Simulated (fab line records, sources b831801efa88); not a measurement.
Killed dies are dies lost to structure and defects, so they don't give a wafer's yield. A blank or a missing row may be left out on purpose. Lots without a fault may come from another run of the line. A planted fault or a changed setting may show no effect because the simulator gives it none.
One fault seen from 2 desks | flow gf180mcu | each desk has only its own numbers; what lay behind them comes last

THE METROLOGY DESK
What the gauges read, lot by lot, whatever tool the lot ran on: means of the sampled wafers that have a number. A lot is out of limits, marked OUT, if its mean lies more than 4 standard deviations from the usual mean; the brackets give that distance.
Columns: A = HV_LDD_TW at GF_HV_LDD_TW_MEAS_11, usual 2413; B = HV_LDD_RS at GF_HV_LDD_RS_MEAS_53, usual 418.2 ohm/sq; C = cd_nm at GF_V2_CD_MEAS_14, usual 260.3 nm
lot  | first seen here | A               | B     | C
L269 | day 10 16:33    | 2415            | 417.7 | 258.8
L270 | day 11 02:31    | 2427            | 418.0 | 261.7
L271 | day 11 09:15    | 2418            | 418.0 | 260.7
L272 | day 11 23:27    | 2421            | 417.4 | 259.4
L273 | day 12 09:36    | 2389            | 417.0 | 260.7
L274 | day 12 14:02    | 2447            | 418.2 | 261.1
L275 | day 12 20:43    | 2560 (+7.8) OUT | 414.7 | 259.7
L276 | day 13 03:51    | 2509 (+5.0) OUT | 415.5 | 259.9
L286 | day 16 04:42    | 2404            | 417.7 | 259.1
L287 | day 16 13:45    | 2407            | 418.0 | 259.4
L289 | day 17 00:26    | 2417            | 419.3 | 256.9
L288 | day 17 02:13    | 2411            | 417.6 | 261.0
This desk's finding: out of limits on L275, L276; first on L275, day 12 20:43 (HV_LDD_TW at GF_HV_LDD_TW_MEAS_11). In limits: L269, L270, L271, L272, L273, L274, L286, L287, L289, L288.

THE TOOL OWNER'S DESK: implanter-02
The tool's own readings at GF_HV_LDD_IMPLANT_09: means of the sampled wafers that have a number, for each lot that ran on this tool. A lot is out of limits, marked OUT, if its mean lies more than 4 standard deviations from the usual mean; the brackets give that distance.
Columns: A = beam_energy_keV at GF_HV_LDD_IMPLANT_09, usual 40.000
lot  | first seen here | A
L270 | day 11 02:17    | 40.017
L271 | day 11 09:00    | 40.006
L272 | day 11 23:13    | 39.994
L273 | day 12 09:21    | 40.013
L275 | day 12 20:28    | 46.602 (+99 or more) OUT
L276 | day 13 03:36    | 46.604 (+99 or more) OUT
L286 | day 16 04:27    | 40.006
L287 | day 16 13:31    | 40.010
L289 | day 17 00:13    | 39.987
This desk's finding: out of limits on L275, L276; first on L275, day 12 20:28 (beam_energy_keV at GF_HV_LDD_IMPLANT_09). In limits: L270, L271, L272, L273, L286, L287, L289.

PUT TOGETHER
The tool owner's desk could have raised an alarm at day 12 20:28, on L275, L276.
The metrology desk could have raised an alarm at day 12 20:43, on L275, L276.
Of the lots named, all ran GF_HV_LDD_IMPLANT_09 on implanter-02.

WHAT THE SIMULATOR HAD PUT IN
Process parameter drift: implanter-02, from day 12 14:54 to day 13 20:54, at GF_HV_LDD_IMPLANT_09. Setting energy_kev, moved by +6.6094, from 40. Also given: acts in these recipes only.
Lots struck among those shown: L275, L276.
Hours from the fault's start to each desk's first reading out of limits: the tool owner's desk, 6; the metrology desk, 6.
